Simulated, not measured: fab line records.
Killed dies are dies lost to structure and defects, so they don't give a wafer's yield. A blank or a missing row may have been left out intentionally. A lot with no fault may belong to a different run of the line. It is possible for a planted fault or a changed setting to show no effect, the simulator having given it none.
Struck lot and sound lot, side by side + flow sky130 + 33 out of 708 route steps
Sound: the wafers L489.3, L489.5, L489.6. Struck: wafer L490.5 (L490.1, L490.6, from the same lot, were not struck and are left out); the cause is given at the end.
For every step that has rows: the tool of each side, followed by ch and its chambers, followed by its first start. Under that, the readings that differ: sound wafers + struck wafers + difference of the means + sigmas: that difference in standard deviations of wafers without a fault.
alike: a reading whose means differ by less than 2 such deviations, as well as words and numbers matching on both sides. not compared: withheld readings; readings where some wafer has no value; bounds like >300 that might hide an equal value; numbers whose values overlap and for which the record gives no deviation.
A row with sigmas, a row that says differs or no value, or rows on one side alone: a step with any of these is where the two part. Non-overlapping numbers with no deviation appear without sigmas and do not part them. A reading that every wafer of one side lacks parts them only if that side has two wafers or more.

first, 4 steps without rows for these wafers: SKY_LOCAL_INTERCONNECT_SOFTBAKE_07 (time 90 s); SKY_LOCAL_INTERCONNECT_EXPOSE_08 (exposes mask LI1M, target cd 170 nm); SKY_LOCAL_INTERCONNECT_PEB_09; SKY_LOCAL_INTERCONNECT_DEVELOP_10 (develop time 60 s).
SKY_LOCAL_INTERCONNECT_CD_MEAS_11: the cd target is 170 nm.
  sound: cd sem-02 at day 31 08:03; struck: cd sem-02 at day 31 17:03
  alike: cd nm
SKY_LOCAL_INTERCONNECT_OVL_MEAS_12:
  sound: overlay-02 at day 31 08:09; struck: overlay-02 at day 31 17:10
  alike: LOCAL_INTERCONNECT_OVL
SKY_LOCAL_INTERCONNECT_ETCH_13: etches BARC in N2/H2, stops on SiO2, time 45.9 s, target depth 60 nm.
  sound on rie metal-04 ch 0,1, day 31 08:11; struck on rie metal-04 ch 1, day 31 17:13
  alike: drypump motor current A, n2 flow sccm, oes product au, throttle valve pct
  not compared: rf hours counter h
SKY_LOCAL_INTERCONNECT_METAL_ETCH_14: etches TiN in Cl2/BCl3, stops on PSG, target depth 110 nm, time 31.4 s.
  sound on rie metal-04 ch 0,1, day 31 08:15; struck on rie metal-04 ch 1, day 31 17:16
  alike: drypump motor current A, oes product au, throttle valve pct
  not compared: rf hours counter h
SKY_LOCAL_INTERCONNECT_STRIP_15: strips in O2/N2.
  sound on plasma asher-01 ch 0,1, day 31 08:19; struck on plasma asher-02 ch 1, day 31 17:19
  alike: drypump motor current A, n2 flow sccm, oes product au, strip time to endpoint s
  not compared: rf hours counter h
then, 3 steps without rows for these wafers: SKY_LOCAL_INTERCONNECT_STRIP_16 (strips in post etch residue remover, time 1200 s); SKY_LOCAL_INTERCONNECT_CLEAN_17 (cleans in IPA, time 180 s); SKY_LOCAL_INTERCONNECT_CLEAN_18 (cleans in O3/DIW).
SKY_CONTACT_CVD_00: deposits Si3N4, target thk 75 nm.
  sound on pecvd-01 ch 0,1,2, day 31 08:53; struck on pecvd-04 ch 2, day 31 18:00
| reading                                   | sound             | struck | difference | sigmas |
|-------------------------------------------|-------------------|--------|------------|--------|
| model.Si3N4_of_CONTACT_CVD_00.thk nm (nm) | 73.98 74.82 73.91 | 41.25  | -32.99     |        |
  alike: heater power w
SKY_CONTACT_THK_MEAS_01:
  sound: film metro-01 at day 31 08:56; struck: film metro-04 at day 31 18:02
| reading                 | sound          | struck | difference | sigmas |
|-------------------------|----------------|--------|------------|--------|
| CONTACT_CVD_00_THK (nm) | 73.9 74.9 73.9 | 41.3   | -32.9      | -36    |
then, 1 step without rows for these wafers: SKY_CONTACT_HDPCVD_02 (deposits SiO2, target thk 565 nm, time 94.2 s).
SKY_CONTACT_THK_MEAS_03:
  sound: film metro-02 at day 31 09:04; struck: film metro-01 at day 31 18:10
| reading                 | sound       | struck | difference | sigmas |
|-------------------------|-------------|--------|------------|--------|
| CONTACT_HDPCVD_THK (nm) | 565 554 566 | 573    | +11        | +2     |
then, 1 step without rows for these wafers: SKY_CONTACT_CMP_04 (polishes SiO2).
SKY_CONTACT_BOW_MEAS_05:
  sound: film metro-04 at day 31 09:26; struck: film metro-04 at day 31 18:31
  alike: CONTACT_BOW
then, 8 steps without rows for these wafers: SKY_CONTACT_DEHYDRATE_06 (time 60 s); SKY_CONTACT_HMDS_07 (prime time 60 s); SKY_CONTACT_COAT_08 (resist thk 60 nm); SKY_CONTACT_COAT_09 (resist thk 450 nm); SKY_CONTACT_SOFTBAKE_10 (time 90 s); SKY_CONTACT_EXPOSE_11 (exposes mask CTM1, target cd 170 nm); SKY_CONTACT_PEB_12; SKY_CONTACT_DEVELOP_13 (develop time 60 s).
SKY_CONTACT_CD_MEAS_14: the cd target is 170 nm.
  sound: cd sem-01 at day 32 12:24; struck: cd sem-01 at day 32 21:34
  alike: cd nm
SKY_CONTACT_OVL_MEAS_15:
  sound: overlay-02 at day 32 12:29; struck: overlay-01 at day 32 21:41
  alike: CONTACT_OVL
SKY_CONTACT_ETCH_16: etches BARC in N2/H2, stops on SiO2, time 45.9 s, target depth 60 nm.
  sound on rie diel-01 ch 0,1,3, day 32 12:31; struck on rie diel-03 ch 3, day 32 21:43
  alike: drypump motor current A, n2 flow sccm, oes product au, throttle valve pct
  not compared: rf hours counter h
SKY_CONTACT_ETCH_17: etches SiO2 in C4F8/O2/Ar, stops on Si3N4, target depth 340 nm.
  sound on rie diel-01 ch 0,1,3, day 32 12:34; struck on rie diel-03 ch 3, day 32 21:46
  alike: oes product au
SKY_CONTACT_ETCH_18: etches Si3N4 in CHF3/O2, stops on TiN, time 39 s, target depth 75 nm.
  sound: rie diel-01 ch 0,1,3; struck: rie diel-03 ch 3
| reading                  | sound             | struck | difference | sigmas |
|--------------------------|-------------------|--------|------------|--------|
| oes product au (a.u.)    | 0.854 0.854 0.848 | 0.638  | -0.214     | -31    |
| throttle valve pct (%)   | 8.791 8.777 8.804 | 8.727  | -0.064     | -7     |
| model.etch.depth nm (nm) | 73.98 74.82 73.91 | 41.25  | -32.99     |        |
  alike: O2_flow_sccm, drypump motor current A
  not compared: rf hours counter h
then, 2 steps without rows for these wafers: SKY_CONTACT_STRIP_19 (strips in O2/N2); SKY_PAD_OPEN_PROBE_99.

WHERE THEY PART
First at SKY_CONTACT_THK_MEAS_01; last, within this record, at SKY_CONTACT_ETCH_18.

WHY: the cause the simulator had injected
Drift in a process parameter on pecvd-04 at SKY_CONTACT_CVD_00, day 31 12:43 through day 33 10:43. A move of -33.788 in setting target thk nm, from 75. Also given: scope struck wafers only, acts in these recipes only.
